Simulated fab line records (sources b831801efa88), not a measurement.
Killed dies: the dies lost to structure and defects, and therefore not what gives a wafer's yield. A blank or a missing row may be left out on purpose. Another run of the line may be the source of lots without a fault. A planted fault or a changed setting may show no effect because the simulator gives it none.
Which of the tools did it? | flow sky130 | 13 lots with 39 wafers sampled at 3 steps, on a route of 708 steps

## WHAT THE GAUGES READ, wafer by wafer
SKY_VIA3_BOW_MEAS_03.
lot  | measured     | on            | VIA3_BOW (um)
L604 | day 38 21:39 | film_metro-02 | 96 79 85
L605 | day 39 02:46 | film_metro-03 | 77 60 77
L606 | day 39 14:03 | film_metro-02 | 77 72 87
L607 | day 39 21:41 | film_metro-03 | 86 74 74
L608 | day 39 22:10 | film_metro-03 | 77 84 84
L609 | day 40 01:10 | film_metro-03 | 74 79 77
L614 | day 41 15:10 | film_metro-04 | 76 81 79
L616 | day 42 05:37 | film_metro-02 | 65 63 80
L617 | day 42 12:27 | film_metro-02 | 82 79 89
L621 | day 43 10:40 | film_metro-04 | 78 81 84
L622 | day 44 03:18 | film_metro-02 | 64 82 83
L626 | day 44 22:39 | film_metro-04 | 59 74 77
L627 | day 45 04:44 | film_metro-04 | 76 63 77

SKY_METAL4_OVL_MEAS_14.
lot  | measured     | on         | METAL4_OVL (nm)
L604 | day 42 02:40 | overlay-02 | -4 5 6
L605 | day 42 05:07 | overlay-01 | -2 0 -4
L606 | day 42 16:20 | overlay-01 | -4 9 3
L607 | day 42 23:27 | overlay-02 | -14 -1 -5
L608 | day 42 23:48 | overlay-02 | 3 9 9
L609 | day 43 02:32 | overlay-02 | 1 8 5
L614 | day 44 14:34 | overlay-02 | 0 3 1
L616 | day 45 03:45 | overlay-01 | -1 6 -1
L617 | day 45 11:02 | overlay-02 | 10 5 -1
L621 | day 46 05:56 | overlay-02 | 1 6 -5
L622 | day 46 21:35 | overlay-02 | -10 -9 -5
L626 | day 47 14:00 | overlay-02 | 0 -8 6
L627 | day 47 19:58 | overlay-02 | 4 4 10

## WHAT TOOL EACH LOT RAN ON (gives the tool, then ch and the chambers of the sampled wafers, and finally the start)
lot  | SKY_CAP2M_SPUTTER_02
L604 | pvd_sputter-03, day 40 00:43
L605 | pvd_sputter-03, day 40 04:26
L606 | pvd_sputter-04, day 40 16:25
L607 | pvd_sputter-04, day 40 23:47
L608 | pvd_sputter-03, day 41 00:13
L609 | pvd_sputter-04, day 41 03:52
L614 | pvd_sputter-04, day 42 16:22
L616 | pvd_sputter-04, day 43 06:05
L617 | pvd_sputter-02, day 43 13:22
L621 | pvd_sputter-04, day 44 10:50
L622 | pvd_sputter-02, day 45 03:09
L626 | pvd_sputter-04, day 45 20:50
L627 | pvd_sputter-04, day 46 03:17
- SKY_CAP2M_SPUTTER_02: material TiN, target thk 200 nm, time 166.7 s.

## AS READ BY THE TOOLS THEMSELVES (means over the sampled wafers that have a number; for cases with no such wafer, the mark the record gives instead)
SKY_CAP2M_SPUTTER_02.
lot  | tool           | throttle_valve_pct (%)
L604 | pvd_sputter-03 | 28.9
L605 | pvd_sputter-03 | 29.5
L606 | pvd_sputter-04 | 30.6
L607 | pvd_sputter-04 | 30.7
L608 | pvd_sputter-03 | 29.4
L609 | pvd_sputter-04 | 28.5
L614 | pvd_sputter-04 | 30.7
L616 | pvd_sputter-04 | 29.4
L617 | pvd_sputter-02 | 29.3
L621 | pvd_sputter-04 | 29.7
L622 | pvd_sputter-02 | 30.0
L626 | pvd_sputter-04 | 30.8
L627 | pvd_sputter-04 | 30.7

## THE ANSWER, worked out from the rows above alone
Rule: what is usual is taken from the lots themselves. The widest of any qualifying gaps counts: lots, ordered by their means at a reading, are off when they make up no more than a third of the lots, leave a main group of 4 or more, and stand apart from it by 3 or more times the standard deviation of that group's means. A main group is skipped when, at the precision printed for the reading in the tables above, its means are all equal. Also off: a lot with no number at a reading for which 4 or more lots have one. All remaining lots with rows at the step are treated as sound. Order of review: gauges by route order, followed by the tools' own readings, for which a lot's mean as printed above is used. At the first step where some lot is off, the reading lying furthest off is the one used; lots without a number count as furthest.
Across all readings shown, no lot is off: no conclusion can be drawn from this.

## WHAT THE SIMULATOR HAD INSERTED
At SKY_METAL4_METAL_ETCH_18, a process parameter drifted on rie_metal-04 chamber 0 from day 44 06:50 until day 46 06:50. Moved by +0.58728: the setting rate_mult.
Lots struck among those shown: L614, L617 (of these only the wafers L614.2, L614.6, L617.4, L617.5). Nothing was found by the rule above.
